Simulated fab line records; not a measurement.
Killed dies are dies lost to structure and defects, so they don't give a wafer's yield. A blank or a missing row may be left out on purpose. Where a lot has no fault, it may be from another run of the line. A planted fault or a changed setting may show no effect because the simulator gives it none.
Struck lot and sound lot, side by side || flow gf180mcu || 17 out of 602 route steps
Sound: wafers L808.1, L808.2, L808.6. Struck: wafer L810.4. (L810.1, L810.2 of the same lot were not struck and are left out.) The cause comes at the end.
Per side, at each step with rows, come the tool, then ch with its chambers, and then its first start. Under that, the readings that differ: sound wafers || struck wafers || difference of the means || sigmas: that difference in standard deviations of wafers without a fault.
alike: same words and numbers on both sides, and readings whose means sit less than 2 such deviations apart. not compared: any withheld reading, any reading some wafer has no value for, any bound like >300 that may hide the same value, and any number with overlapping values for which the record gives no deviation.
A row with sigmas, a row that says differs or no value, or rows on one side alone: a step with any of these is where the two part. When numbers do not overlap yet have no deviation, they are printed without sigmas and do not part them. A reading missing from all wafers of one side parts the sides only when that side holds two or more wafers.

first, 3 steps without rows for these wafers: GF_V2_EXPOSE_11 (exposes mask Via2, target cd 260 nm); GF_V2_PEB_12 (peb time 90 s); GF_V2_DEVELOP_13 (develop time 60 s).
GF_V2_CD_MEAS_14: the cd target is 260 nm.
  sound: cd sem-01 at day 23 16:47; struck: cd sem-02 at day 24 13:38
  alike: cd nm
GF_V2_OVL_MEAS_15:
  sound: overlay-01 at day 23 16:54; struck: overlay-01 at day 24 13:45
  alike: V2_OVL
GF_V2_ETCH_16: etches BARC in N2/H2.
  sound on rie diel-03 ch 0,2,3, day 23 16:56; struck on rie diel-02 ch 0, day 24 13:47
  alike: chamber pressure mTorr, drypump motor current A, oes product au, throttle valve pct
GF_V2_ETCH_17: etches SiO2 in C4F8/O2/Ar, stops on TiN, target depth 630 nm.
  sound on rie diel-03 ch 0,2,3; struck on rie diel-02 ch 0
  alike: chamber pressure mTorr, oes product au
then, 3 steps without rows for these wafers: GF_V2_STRIP_18 (strips in O2/N2); GF_V2_STRIP_19 (strips in post etch residue remover, time 1200 s); GF_V2_CLEAN_20 (cleans in DIW).
GF_V2_SPUTTER_21: material Ti, target thk 15 nm, time 80.02 s.
  sound: pvd sputter-03 at day 23 17:38; struck: pvd sputter-04 at day 24 14:31
  alike: throttle valve pct
GF_V2_SPUTTER_22: material TiN, target thk 10 nm, time 40 s.
  sound: pvd sputter-03 at day 23 17:42; struck: pvd sputter-04 at day 24 14:35
  alike: throttle valve pct
GF_V2_CVD_23: deposits W, target thk 350 nm, time 104.94 s.
  sound on cvd w-01 ch 0,1, day 23 17:44; struck on cvd w-01 ch 1, day 24 14:37
{"reading": "model.W_of_V2_CVD_23.thk nm (nm)", "sound": "345.3 355.6 357.5", "struck": 444.7, "difference": "+91.9", "sigmas": ""}
  alike: heater power w
GF_V2_RS_MEAS_24: the measuring method here is four-point-probe.
  sound: film metro-01 at day 23 17:51; struck: film metro-03 at day 24 14:44
{"reading": "V2_W_RS (ohm/sq)", "sound": "0.331 0.322 0.319", "struck": 0.257, "difference": -0.067, "sigmas": -14}
GF_V2_THK_MEAS_25: measures by xrf.
  sound: film metro-01 at day 23 17:58; struck: film metro-03 at day 24 14:51
{"reading": "V2_W_THK (nm)", "sound": "354 362 365", "struck": 455, "difference": "+95", "sigmas": "+16"}
GF_V2_CMP_26: polishes, stops on SiO2, t overpolish 15 s, target thk 0 nm.
  sound on cmp-02 ch 0,2,3, day 23 18:08; struck on cmp-01 ch 3, day 24 14:58
{"reading": "time to endpoint s (s)", "sound": "88 90 91", "struck": 116, "difference": "+26", "sigmas": "+8"}
  alike: motor current A
GF_M3_SPUTTER_00: material Ti, target thk 37.5 nm, time 150 s.
  sound: pvd sputter-01 at day 23 18:20; struck: pvd sputter-01 at day 24 15:13
  alike: throttle valve pct

== WHERE THEY PART ==
Earliest at GF_V2_RS_MEAS_24; latest, in this record, at GF_V2_CMP_26. Later steps at which nothing parts them and some readings are alike: GF_M3_SPUTTER_00.

WHY: what had been put in by the simulator
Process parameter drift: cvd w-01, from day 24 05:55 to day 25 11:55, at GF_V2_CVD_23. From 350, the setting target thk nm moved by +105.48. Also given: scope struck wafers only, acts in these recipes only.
